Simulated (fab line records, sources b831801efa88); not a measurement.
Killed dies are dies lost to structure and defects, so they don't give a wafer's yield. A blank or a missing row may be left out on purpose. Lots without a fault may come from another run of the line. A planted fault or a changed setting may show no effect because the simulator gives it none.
A struck lot beside a sound one | flow sky130 | 18 steps out of a route of 708
Sound: wafers L762.2, L762.3, L762.6. Struck: wafer L766.2. (L766.6 of the same lot was not struck and is left out.) The cause comes at the end.
At each step with rows: each side's tool, then ch and its chambers, then its first start. Under that, the readings that differ: sound wafers | struck wafers | difference of the means | sigmas: that difference in standard deviations of wafers without a fault.
alike: readings whose means differ by less than 2 such deviations, and words and numbers that are the same on both sides. not compared: withheld readings, readings that some wafer has no value for, bounds like >300 that may hide the same value, and numbers for which the record gives no deviation and whose values overlap.
The two part at a step that has a row with sigmas, a row that says differs or no value, or rows on one side only. Numbers that don't overlap but have no deviation are shown without sigmas and don't part them. A reading that every wafer of one side lacks parts them only if that side has two wafers or more.

first, 1 step without rows for these wafers: SKY_FIELD_ISO_DEVELOP_12 (develop time 60 s).
SKY_FIELD_ISO_CD_MEAS_13: target cd 150 nm.
  sound on cd_sem-01, day 4 02:37; struck on cd_sem-02, day 5 00:14
  alike: cd_nm
SKY_FIELD_ISO_ETCH_14: etches BARC in N2/H2, stops on SiO2, time 45.9 s, target depth 60 nm.
  sound on rie_diel-04 ch 0,1,2, day 4 02:43; struck on rie_diel-04 ch 2, day 5 00:20
  alike: drypump_motor_current_A, oes_product_au, throttle_valve_pct
  not compared: rf_hours_counter_h
SKY_FIELD_ISO_ETCH_15: etches the open film in CHF3/O2, stops on Si, target depth 180 nm, time 72 s.
  sound on rie_diel-04 ch 0,1,2, day 4 02:45; struck on rie_diel-04 ch 2, day 5 00:22
  alike: drypump_motor_current_A, oes_product_au, throttle_valve_pct
  not compared: rf_hours_counter_h
SKY_FIELD_ISO_STRIP_16: strips in O2/N2.
  sound on plasma_asher-03 ch 0,1, day 4 02:49; struck on plasma_asher-01 ch 0, day 5 00:26
  alike: drypump_motor_current_A, oes_product_au, strip_time_to_endpoint_s
  not compared: rf_hours_counter_h
SKY_FIELD_ISO_ETCH_17: etches Si in HBr/Cl2/O2, target depth 342 nm, time 97.7 s.
  sound on rie_si-02 ch 0,2,3, day 4 02:55; struck on rie_si-01 ch 0, day 5 00:32
  alike: drypump_motor_current_A, oes_product_au, throttle_valve_pct
  not compared: rf_hours_counter_h
then, 5 steps without rows for these wafers: SKY_FIELD_ISO_WET_ETCH_18 (etches Si3N4 in H3PO4, target depth 25 nm, time 286 s); SKY_FIELD_ISO_CLEAN_19 (cleans in SC1/SC2, time 150 s); SKY_FIELD_ISO_CLEAN_20 (cleans in dHF, time 20 s); SKY_FIELD_ISO_WET_ETCH_21 (etches SiO2 in dHF, target depth 20 nm, time 400 s); SKY_FIELD_ISO_OXIDATION_22 (stabilise 600 s, purge 300 s, target thk 10 nm).
SKY_FIELD_ISO_THK_MEAS_23:
  sound on film_metro-03, day 4 05:16; struck on film_metro-02, day 5 02:04
  alike: FIELD_ISO_OXIDATION_01_THK
SKY_FIELD_ISO_CVD_24: deposits SiO2, target thk 595 nm, time 99.2 s.
  sound on hdpcvd-02 ch 0,1,2, day 4 05:19; struck on hdpcvd-02 ch 1, day 5 02:07
  reading                                    | sound             | struck | difference | sigmas
  model.SiO2_of_FIELD_ISO_CVD_24.thk_nm (nm) | 589.2 597.4 594.3 | 780.6  | +187.0     |
SKY_FIELD_ISO_THK_MEAS_25:
  sound on film_metro-02, day 4 05:24; struck on film_metro-01, day 5 02:12
  reading                   | sound       | struck | difference | sigmas
  FIELD_ISO_CVD_24_THK (nm) | 589 597 594 | 780    | +187       | +32
then, 1 step without rows for these wafers: SKY_FIELD_ISO_ANNEAL_26 (time 1800 s).
SKY_FIELD_ISO_CMP_27: polishes, stops on Si3N4, t overpolish 16 s, target thk 457.8 nm.
  sound on cmp-02 ch 0,1,2, day 4 08:01; struck on cmp-01 ch 2, day 5 04:16
  reading                | sound          | struck | difference | sigmas
  motor_current_A (A)    | 10.6 12.2 11.1 | 14.3   | +3.0       | +2
  time_to_endpoint_s (s) | 118 115 106    | 143    | +30        | +5
then, 1 step without rows for these wafers: SKY_FIELD_ISO_WET_ETCH_28 (etches SiO2 in dHF, target depth 23.7 nm, time 47 s).
-- the record jumps here: 45 days lie between the struck wafers' starts before and after (it left off in module FIELD_ISO and takes up again in module PAD_OPEN, whose first step shown is number 708 of the route) --
SKY_PAD_OPEN_PROBE_99:
  sound on prober-01, day 49 15:25; struck on prober-02, day 49 21:00
  reading             | sound    | struck | difference | sigmas
  killed_at_front_end | 20 25 22 | 13     | -9         | -2
  alike: killed_at_M0_to_M3, killed_at_M4_up, killed_at_contacts, killed_at_other, killed_dies, killed_open, killed_short

WHERE THEY PART
First at SKY_FIELD_ISO_THK_MEAS_25; last, within this record, at SKY_PAD_OPEN_PROBE_99.

WHY: what the simulator had put in
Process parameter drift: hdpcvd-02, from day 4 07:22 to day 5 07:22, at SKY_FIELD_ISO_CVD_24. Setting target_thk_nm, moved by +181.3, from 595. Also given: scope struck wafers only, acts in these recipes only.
